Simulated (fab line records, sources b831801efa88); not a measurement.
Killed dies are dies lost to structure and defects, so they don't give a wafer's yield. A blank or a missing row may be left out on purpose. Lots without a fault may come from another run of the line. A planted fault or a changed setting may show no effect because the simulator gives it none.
fab line records | flow sky130
record lots=12 wafers=36 last_day=51
route steps=708 shown CAPM@541 VIA3@575 PAD_OPEN@708
lots that met no fault: from a run of the same line without faults
start_h: hours from the record's first day to the start of the lot's first wafer shown | wait_h: hours since the lot's step before | " the same as in the row above | L1.1+2: a row that stands for several wafers | - no value, or no start given | * or withheld: withheld | < > ~ a bound
route shown NAME@n: a module of which the file shows steps, and the number in the route of the first | usual: mean/standard deviation of fault-free wafers | same: alike in all rows | chamber/n: place in a boat | sites: the reading at each site | _std_site: their standard deviation | _edge_site: outer sites' mean less inner sites' | radius_mm: how far each site lies from the wafer's centre | mask NAME#n: copy n | behind: the tool/chamber that last shaped the wafer | hold: why the lot was held/for how many hours/how that ended | device: the transistor (n, p or np) that didn't switch | end of line: the same wafers' tests at the end of the route | a step without rows: its recipe alone | killed: dies lost to structure and defects at the first sort, not the wafer's yield | map: a wafer's dies, x killed, . not, _ none there
set.NAME: the setting as run; set.NAME@STEP: as run at that earlier step | model.NAME: the simulator's own value behind a step, which no gauge read
steps of the route over a sample of lots; a table a step, a row a wafer
services: from which hour (start_h, from the record's first day; less than 0 if before it) a tool's chamber was out of use, for how many hours, and why
## steps
# step SKY_CAPM_THK_MEAS_04
# recipe thk_meas_gauge=xrf reads=TiN_of_CAPM_SPUTTER_02
# usual CAPM_TIN_THK=202.6/2.7
# columns lot.wafer tool chamber start_h wait_h CAPM_TIN_THK[nm]
L813.1 film_metro-03 - 875.68 0.1 202.4
L813.3 " - " " 206.4
L813.5 " - " " 205.2
L816.3 film_metro-04 - 875.84 0.1 199.4
L816.5 " - " " 197.2
L816.6 " - " " 198.8
L817.4 film_metro-01 - 877.30 0.1 200.8
L817.5 " - " " 200.8
L817.6 " - " " 201.8
L823.4 film_metro-01 - 913.51 0.1 206.7
L823.5 " - " " 206.4
L823.6 " - " " 206.5
L825.1 film_metro-04 - 1015.79 0.1 198.1
L825.2 " - " " 202.3
L825.3 " - " " 199.1
L826.2 film_metro-04 - 1020.23 0.1 206.5
L826.5 " - " " 206.1
L826.6 " - " " 204.7
L827.3 film_metro-03 - 1021.59 0.1 201.8
L827.4 " - " " 200.4
L827.6 " - " " 200.4
L834.1 film_metro-01 - 1023.32 0.1 201.1
L834.2 " - " " 203.5
L834.5 " - " " 202.1
L833.2 film_metro-01 - 1025.96 0.1 205.6
L833.3 " - " " 205.4
L833.5 " - " " 203.0
L835.2 film_metro-01 - 1027.70 0.1 206.2
L835.4 " - " " 208.1
L835.5 " - " " 204.8
L836.1 film_metro-03 - 1027.79 0.1 199.3
L836.2 " - " " 199.2
L836.6 " - " " 198.9
L831.3 film_metro-01 - 1029.64 0.1 203.5
L831.4 " - " " 203.8
L831.5 " - " " 205.1
# step SKY_VIA3_CMP_02
# recipe material=SiO2 down_force_psi=4 platen_rpm=60 pad_velocity_m_s=0.94248
# usual motor_current_A=12.0/1.7
# columns lot.wafer tool chamber start_h wait_h motor_current_A
L813.3 cmp-01 2 926.19 0.1 13.4
L813.1 " 3 " " 13.4
L813.5 " 1 " " 12.0
L816.3 cmp-01 0 927.23 0.1 10.3
L816.6 " 2 " " 13.4
L816.5 " 3 " " 13.3
L817.4 cmp-01 2 927.73 0.3 13.0
L817.6 " 2 " " 13.1
L817.5 " 3 " " 13.7
L823.4 cmp-01 1 962.83 0.1 11.4
L823.6 " 0 " " 10.2
L823.5 " 1 " " 11.4
L825.1 cmp-02 2 1062.05 0.1 15.1
L825.2 " 0 " " 10.5
L825.3 " 1 " " 10.9
L826.2 cmp-02 1 1066.01 0.2 10.9
L826.5 " 2 " " 15.0
L826.6 " 3 " " 10.0
L827.4 cmp-01 2 1066.09 0.1 13.3
L827.3 " 3 " " 14.1
L827.6 " 2 " " 13.2
L834.2 cmp-01 0 1068.53 0.0 10.5
L834.1 " 2 " " 12.8
L834.5 " 1 " " 11.4
L833.2 cmp-02 3 1073.90 0.3 9.9
L833.3 " 0 " " 10.7
L833.5 " 3 " " 9.5
L835.4 cmp-02 3 1075.35 0.3 9.7
L835.2 " 1 " " 11.1
L835.5 " 0 " " 10.6
L836.2 cmp-02 0 1076.00 0.6 10.7
L836.1 " 2 " " 15.1
L836.6 " 3 " " 8.9
L831.3 cmp-01 2 1078.37 0.6 14.1
L831.4 " 0 " " 10.9
L831.5 " 1 " " 11.6
# step SKY_VIA3_HMDS_05
# recipe prime_time_s=60 prime_temp_c=120
# usual chill_plate_temp_C=22.96/0.11 prime_temp_c=120.01/0.12
# columns lot.wafer tool chamber start_h wait_h chill_plate_temp_C prime_temp_c
L813.1 litho_track-04 0 937.78 0.1 22.98 119.90
L813.3 " 0 " " 22.87 120.06
L813.5 " 0 " " 22.94 120.29
L816.3 litho_track-03 0 938.64 0.1 22.91 119.87
L816.5 " 0 " " 23.12 120.00
L816.6 " 0 " " 22.86 119.93
L817.4 litho_track-01 0 939.71 0.1 22.87 119.91
L817.5 " 0 " " 22.84 119.93
L817.6 " 0 " " 23.02 119.94
L823.4 litho_track-03 0 975.51 0.1 23.01 120.12
L823.5 " 0 " " 23.07 120.00
L823.6 " 0 " " 23.05 119.97
L825.1 litho_track-04 0 1075.03 0.1 22.83 119.96
L825.2 " 0 " " 22.91 120.14
L825.3 " 0 " " 22.96 120.09
L826.2 litho_track-03 0 1077.11 0.1 23.05 120.08
L826.5 " 0 " " 23.20 119.84
L826.6 " 0 " " 23.15 119.96
L827.3 litho_track-04 0 1077.28 0.1 23.15 119.92
L827.4 " 0 " " 22.99 119.91
L827.6 " 0 " " 22.93 120.15
L834.1 litho_track-03 0 1079.49 0.1 22.89 121.48
L834.2 " 0 " " 22.87 121.52
L834.5 " 0 " " 22.86 121.38
L833.2 litho_track-01 0 1083.86 0.1 22.86 119.99
L833.3 " 0 " " 22.98 119.90
L833.5 " 0 " " 23.10 119.99
L835.2 litho_track-03 0 1085.71 0.1 22.98 121.71
L835.4 " 0 " " 22.93 121.35
L835.5 " 0 " " 22.86 121.75
L836.1 litho_track-01 0 1086.88 0.1 22.95 119.98
L836.2 " 0 " " 22.99 120.07
L836.6 " 0 " " 22.93 119.91
L831.3 litho_track-01 0 1089.73 0.1 23.26 119.99
L831.4 " 0 " " 23.07 119.99
L831.5 " 0 " " 23.01 119.83
# step SKY_VIA3_ETCH_15
# recipe target=SiO2 chemistry=C4F8/O2/Ar target_depth_nm=507 stop_on=TiN mask_material=KrF-thick source_w=1500 bias_w=1200 pressure_mtorr=40 c4f8_flow_sccm=withheld O2_flow_sccm=6 Ar_flow_sccm=300 time_s=78
# usual chamber_pressure_mTorr=40.00/0.035 oes_product_au=0.946/0.0047
# columns lot.wafer tool chamber start_h wait_h chamber_pressure_mTorr oes_product_au rf_hours_counter_h
L813.1 rie_diel-04 2 951.23 0.0 40.05 0.947 20
L813.3 " 1 " " 40.02 0.951 11
L813.5 " 1 " " 40.02 0.942 -
L816.3 rie_diel-02 1 951.53 0.0 40.00 0.948 16
L816.5 " 3 " " 40.04 0.942 -
L816.6 " 2 " " 39.99 0.935 -
L817.4 rie_diel-03 2 952.03 0.0 39.98 0.945 5
L817.5 " 0 " " 40.07 0.950 -
L817.6 " 1 " " 39.98 0.942 -
L823.4 rie_diel-03 2 986.98 0.0 40.03 0.945 6
L823.5 " 3 " " 40.05 0.938 -
L823.6 " 2 " " 39.94 0.944 -
L825.1 rie_diel-02 3 1086.23 0.0 39.98 0.951 9
L825.2 " 2 " " 39.96 0.944 23
L825.3 " 0 " " 39.97 0.941 18
L826.2 rie_diel-04 0 1088.73 0.0 40.02 0.944 20
L826.5 " 0 " " 40.00 0.951 -
L826.6 " 3 " " 40.03 0.942 -
L827.3 rie_diel-02 3 1088.98 0.0 40.01 0.951 9
L827.4 " 1 " " 40.01 0.951 20
L827.6 " 3 " " 40.04 0.952 -
L834.1 rie_diel-03 0 1092.48 0.0 39.97 0.943 24
L834.2 " 2 " " 40.08 0.952 9
L834.5 " 0 " " 39.99 0.948 -
L833.2 rie_diel-03 1 1098.13 0.0 39.98 0.952 17
L833.3 " 0 " " 40.00 0.947 25
L833.5 " 0 " " 40.06 0.950 -
L835.2 rie_diel-02 2 1099.88 0.0 40.01 0.949 23
L835.4 " 1 " " 39.98 0.943 20
L835.5 " 2 " " 39.98 0.941 -
L836.1 rie_diel-04 1 1100.38 0.0 39.99 0.950 16
L836.2 " 0 " " 39.97 0.941 20
L836.6 " 1 " " 40.05 0.946 -
L831.3 rie_diel-04 2 1101.99 0.0 40.03 0.950 26
L831.4 " 0 " " 40.00 0.952 20
L831.5 " 0 " " 40.05 0.949 -
# step SKY_PAD_OPEN_PROBE_99
# usual defect_limited_yield=82.5/2 killed_at_M0_to_M3=42/7.3 killed_at_M4_up=3.4/2 killed_at_contacts=24/5.6 killed_at_front_end=16/4.5 killed_at_other=0.2/0.51 killed_dies=86/9.8 killed_open=46/7 killed_short=40/6.7 sort_bin_3_pad_short=0.9/0.42 sort_bin_5_function=10.3/1.5 sort_bin_6_memory=6.3/1.3 sort_n_pass=406/9.8 sort_yield_pct=82.5/2
# same gross_dies=492 killed_at_back_side=0 sort_bin_4_leakage[%]=0 sort_bin_8_speed[%]=0
# columns lot.wafer tool chamber start_h wait_h defect_limited_yield[%] killed_at_M0_to_M3 killed_at_M4_up killed_at_contacts killed_at_front_end killed_at_other killed_dies killed_open killed_short sort_bin_3_pad_short[%] sort_bin_5_function[%] sort_bin_6_memory[%] sort_n_pass sort_yield_pct[%]
L817.4 prober-01 - 1103.10 0.2 82.5 43 5 25 13 0 86 47 39 1.2 10.4 5.9 406 82.5
L817.5 prober-01 - 1103.15 0.2 82.9 34 5 34 11 0 84 42 42 1.0 9.1 6.9 408 82.9
L817.6 prober-01 - 1103.20 0.2 81.7 48 3 22 17 0 90 58 32 0.8 12.0 5.5 402 81.7
# killed by level:class
L817.4 VIA1:geometric_particle:open=10 CONTACT:geometric_particle:open=9 METAL1:geometric_particle:short=8 VIA3:geometric_particle:open=8 LI_CONTACT:geometric_particle:open=7 METAL4:geometric_particle:short=5 VIA1:geometric_particle:short=5 CONTACT:geometric_particle:short=5
L817.5 CONTACT:geometric_particle:open=11 LI_CONTACT:geometric_particle:open=9 VIA1:geometric_particle:open=7 METAL2:geometric_particle:short=7 FIELD_ISO:geometric_particle:short=5 LOCAL_INTERCONNECT:geometric_particle:short=5 CONTACT:geometric_particle:short=5 METAL1:geometric_particle:short=5
L817.6 VIA1:geometric_particle:open=10 VIA3:geometric_particle:open=10 VIA2:geometric_particle:open=10 LI_CONTACT:geometric_particle:open=9 METAL1:geometric_particle:short=6 FIELD_ISO:geometric_particle:short=5 FIELD_ISO:geometric_particle:open=5 CONTACT:geometric_particle:short=5
## services
# columns tool chamber start_h hours kind
cmp-01 - 908.71 0.5 repair
cmp-01 - 912.00 4.0 pm
rie_diel-02 0 912.03 2.9 repair
cmp-01 - 913.98 1.6 repair
cmp-01 - 923.15 0.9 repair
rie_diel-03 3 923.47 2.0 repair
rie_diel-04 1 926.97 3.1 repair
rie_diel-04 0 935.76 7.4 repair
rie_diel-04 2 936.33 6.2 repair
cmp-01 - 937.20 6.7 repair
cmp-02 - 943.92 3.6 pm
rie_diel-04 3 952.28 4.5 repair
rie_diel-04 0 954.12 18.0 repair
rie_diel-02 2 977.89 4.7 repair
rie_diel-02 3 1025.58 2.5 repair
rie_diel-02 1 1033.53 4.3 repair
rie_diel-02 1 1046.80 2.8 repair
cmp-01 - 1051.17 1.5 repair
rie_diel-04 - 1059.80 1.0 repair
cmp-01 - 1062.67 1.7 repair
rie_diel-02 1 1068.18 8.5 repair
cmp-01 - 1072.69 5.3 pm
cmp-02 - 1084.00 4.0 pm
cmp-01 - 1092.75 5.9 pm
## key
first_sign step=SKY_VIA3_HMDS_05 reading=prime_temp_c direction=up sigmas=13 usual=* struck=*
effect none on later readings
met_at SKY_VIA3_HMDS_05
struck_lots L834,L835
not_acting_at SKY_CAPM_THK_MEAS_04,SKY_VIA3_CMP_02,SKY_VIA3_ETCH_15
onset_between 1077.11 1079.49
fault kind=process_parameter_drift tool=litho_track-03 chamber=- onset_h=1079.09 steps=SKY_VIA3_HMDS_05 channel=prime_temp_c offset=* shape=step end_h=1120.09 acts_in=* stated=*
